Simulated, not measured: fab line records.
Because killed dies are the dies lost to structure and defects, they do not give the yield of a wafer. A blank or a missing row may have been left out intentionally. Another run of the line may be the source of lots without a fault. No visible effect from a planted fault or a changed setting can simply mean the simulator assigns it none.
The tool behind it: which one? / flow sky130 / 12 lots with 36 wafers sampled at 4 steps, on a route of 708 steps

WHAT THE GAUGES SHOWED, per wafer
SKY_CONTACT_THK_MEAS_01.
lot=L075; measured=day 30 04:34; on=film_metro-02; CONTACT_CVD_00_THK (nm)=74.7 73.2 74.7
lot=L077; measured=day 32 00:38; on=film_metro-01; CONTACT_CVD_00_THK (nm)=73.2 72.7 73.8
lot=L079; measured=day 35 09:10; on=film_metro-01; CONTACT_CVD_00_THK (nm)=74.3 74.9 76.4
lot=L080; measured=day 35 10:34; on=film_metro-02; CONTACT_CVD_00_THK (nm)=74.1 74.0 74.6
lot=L081; measured=day 35 12:44; on=film_metro-01; CONTACT_CVD_00_THK (nm)=73.5 72.8 74.8
lot=L084; measured=day 35 13:10; on=film_metro-03; CONTACT_CVD_00_THK (nm)=74.7 73.7 74.5
lot=L088; measured=day 35 20:25; on=film_metro-01; CONTACT_CVD_00_THK (nm)=73.8 73.9 75.0
lot=L089; measured=day 35 21:26; on=film_metro-01; CONTACT_CVD_00_THK (nm)=73.5 73.3 74.4
lot=L091; measured=day 35 23:14; on=film_metro-03; CONTACT_CVD_00_THK (nm)=74.2 74.8 75.0
lot=L093; measured=day 36 09:21; on=film_metro-01; CONTACT_CVD_00_THK (nm)=73.8 75.3 75.2
lot=L095; measured=day 36 15:35; on=film_metro-02; CONTACT_CVD_00_THK (nm)=74.9 76.6 74.0
lot=L097; measured=day 37 12:52; on=film_metro-02; CONTACT_CVD_00_THK (nm)=75.0 75.0 76.5

WHICH TOOL RAN EACH LOT (tool, then ch and the chambers of the sampled wafers, then the start)
lot=L075; SKY_LDD_HVN_STRIP_09=plasma_asher-04 ch 0,1, day 20 05:17; SKY_LOCAL_INTERCONNECT_SPUTTER_00=pvd_sputter-01, day 28 22:46; SKY_LOCAL_INTERCONNECT_ETCH_13=rie_metal-02 ch 1, day 30 03:48
lot=L077; SKY_LDD_HVN_STRIP_09=plasma_asher-04 ch 0,1, day 22 04:53; SKY_LOCAL_INTERCONNECT_SPUTTER_00=pvd_sputter-03, day 30 19:56; SKY_LOCAL_INTERCONNECT_ETCH_13=rie_metal-01 ch 0,1, day 31 23:52
lot=L079; SKY_LDD_HVN_STRIP_09=plasma_asher-04 ch 0,1, day 25 21:44; SKY_LOCAL_INTERCONNECT_SPUTTER_00=pvd_sputter-04, day 34 07:01; SKY_LOCAL_INTERCONNECT_ETCH_13=rie_metal-03 ch 0,1, day 35 08:22
lot=L080; SKY_LDD_HVN_STRIP_09=plasma_asher-04 ch 0,1, day 25 22:50; SKY_LOCAL_INTERCONNECT_SPUTTER_00=pvd_sputter-04, day 34 08:07; SKY_LOCAL_INTERCONNECT_ETCH_13=rie_metal-02 ch 0,1, day 35 09:49
lot=L081; SKY_LDD_HVN_STRIP_09=plasma_asher-04 ch 0,1, day 25 23:11; SKY_LOCAL_INTERCONNECT_SPUTTER_00=pvd_sputter-01, day 34 10:25; SKY_LOCAL_INTERCONNECT_ETCH_13=rie_metal-02 ch 0,1, day 35 12:01
lot=L084; SKY_LDD_HVN_STRIP_09=plasma_asher-03 ch 0,1, day 26 00:32; SKY_LOCAL_INTERCONNECT_SPUTTER_00=pvd_sputter-04, day 34 11:24; SKY_LOCAL_INTERCONNECT_ETCH_13=rie_metal-01 ch 0,1, day 35 12:22
lot=L088; SKY_LDD_HVN_STRIP_09=plasma_asher-04 ch 0,1, day 26 07:43; SKY_LOCAL_INTERCONNECT_SPUTTER_00=pvd_sputter-04, day 34 17:32; SKY_LOCAL_INTERCONNECT_ETCH_13=rie_metal-03 ch 0,1, day 35 19:37
lot=L089; SKY_LDD_HVN_STRIP_09=plasma_asher-02 ch 0,1, day 26 08:56; SKY_LOCAL_INTERCONNECT_SPUTTER_00=pvd_sputter-01, day 34 19:41; SKY_LOCAL_INTERCONNECT_ETCH_13=rie_metal-01 ch 1, day 35 20:33
lot=L091; SKY_LDD_HVN_STRIP_09=plasma_asher-03 ch 0,1, day 26 12:14; SKY_LOCAL_INTERCONNECT_SPUTTER_00=pvd_sputter-04, day 34 20:44; SKY_LOCAL_INTERCONNECT_ETCH_13=rie_metal-03 ch 0,1, day 35 22:30
lot=L093; SKY_LDD_HVN_STRIP_09=plasma_asher-02 ch 0,1, day 26 22:53; SKY_LOCAL_INTERCONNECT_SPUTTER_00=pvd_sputter-04, day 35 06:20; SKY_LOCAL_INTERCONNECT_ETCH_13=rie_metal-03 ch 0,1, day 36 08:36
lot=L095; SKY_LDD_HVN_STRIP_09=plasma_asher-03 ch 0, day 27 06:47; SKY_LOCAL_INTERCONNECT_SPUTTER_00=pvd_sputter-01, day 35 12:26; SKY_LOCAL_INTERCONNECT_ETCH_13=rie_metal-03 ch 0, day 36 14:52
lot=L097; SKY_LDD_HVN_STRIP_09=plasma_asher-02 ch 0,1, day 28 04:59; SKY_LOCAL_INTERCONNECT_SPUTTER_00=pvd_sputter-04, day 36 09:49; SKY_LOCAL_INTERCONNECT_ETCH_13=rie_metal-02 ch 0,1, day 37 12:05
- SKY_LDD_HVN_STRIP_09: strips in O2/N2.
- SKY_LOCAL_INTERCONNECT_SPUTTER_00: material TiN, target thk 100 nm, time 83.3 s.
- SKY_LOCAL_INTERCONNECT_ETCH_13: etches BARC in N2/H2, stops on SiO2, time 45.9 s, target depth 60 nm.

THE ANSWER, worked out from the rows above alone
Rule: the lots themselves supply what counts as usual. The widest of any qualifying gaps counts: lots, ordered by their means at a reading, are off when they make up no more than a third of the lots, leave a main group of 4 or more, and stand apart from it by 3 or more times the standard deviation of that group's means. A main group whose means are all the same, to the digits that the tables above print for the reading, isn't used. A lot without any number at a reading at which 4 lots or more have one is off too. All remaining lots with rows at the step are treated as sound.
None of the lots is off at any reading shown; this tells nothing.

WHAT THE SIMULATOR HAD PUT IN
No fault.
